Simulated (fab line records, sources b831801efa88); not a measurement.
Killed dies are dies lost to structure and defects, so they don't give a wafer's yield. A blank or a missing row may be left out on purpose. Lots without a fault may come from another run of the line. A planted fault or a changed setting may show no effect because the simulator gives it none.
Problem report in the 8D (eight disciplines) form, filled by code | flow sky130 | the parts of the form that need people (team, actions taken, sign-off) are left out

1. THE PROBLEM
cd_nm at SKY_METAL3_CD_MEAS_13 reads a mean of 279.4 nm on 2 wafers of 2 lots; wafers without a fault read 299.9 nm with a standard deviation of 1.4. That is -15 standard deviations from the usual mean.
The step: target cd 300 nm.
First seen on wafer L836.6, day 43 05:14, on cd_sem-01. The record holds 41 wafers of 14 lots with a number at this step. Rule for "out", or "out of limits": more than 4 standard deviations from the usual mean. The other wafers with a number count as sound.

2. WHAT IT IS AND WHAT IT IS NOT
question                    | is                | is not
which readings at this step | cd_nm             | -
which lots                  | L836, L839        | L820, L821, L823, L824, L826, L827, L828, L829, L830, L832, L841, L843
which wafers of those lots  | L836.6, L839.5    | L836.2, L836.3, L839.4
read on which gauges        | cd_sem-01         | cd_sem-02
when                        | from day 43 05:14 | up to then (32 sound wafers); but 7 sound wafers of L839, L841, L843 came after

3. SUSPECTS, AND WHAT RULES EACH OUT
Counting: a tool at a process step up to the reading stays a suspect if it ran every lot that is out. Sound lots after the first of them don't rule it out here, since some wafers of a struck lot are sound.
- the gauge at SKY_METAL3_CD_MEAS_13: kept. All the wafers that are out were read on cd_sem-01, and no step on other tools shows them out.
- krf_scanner-02 at SKY_METAL3_EXPOSE_10 (exposes mask MM3, target cd 300 nm): kept. It ran every lot that is out, first L836 (day 42 17:29); its last sound lot up to then is L832 (day 42 00:22).
Left after counting: krf_scanner-02 at SKY_METAL3_EXPOSE_10, cd_sem-01 at SKY_METAL3_CD_MEAS_13.

4. THE CAUSE (what the simulator had put in)
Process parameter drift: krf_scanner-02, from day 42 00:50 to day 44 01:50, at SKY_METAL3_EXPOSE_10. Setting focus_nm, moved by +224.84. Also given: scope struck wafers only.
Counting left 2 suspects, and this tool is among them.

5. THE CHAIN OF EFFECTS, in route order
Each row: a reading whose mean over the struck wafers that have a number lies more than 3 standard deviations from the usual. Only readings for which the record gives a usual standard deviation are gone through. hours: the time from each lot's start at the first step in this table that gives one to its start at this step, as a median over the lots. sigmas: the change in usual standard deviations.
hours | step                  | reading | usual    | on struck wafers | change | sigmas
0     | SKY_METAL3_CD_MEAS_13 | cd_nm   | 299.9 nm | 279.4            | -20.5  | -15

6. WHAT WOULD HAVE CAUGHT IT SOONER
In this record the first reading out of limits at a measuring or inspecting step was taken at day 43 05:14, 28 hours after the fault began at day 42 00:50.
Of the lots that are out (2), L839 began SKY_METAL3_EXPOSE_10 on krf_scanner-02 after day 43 05:14. A hold on the tool at that time would have spared it.
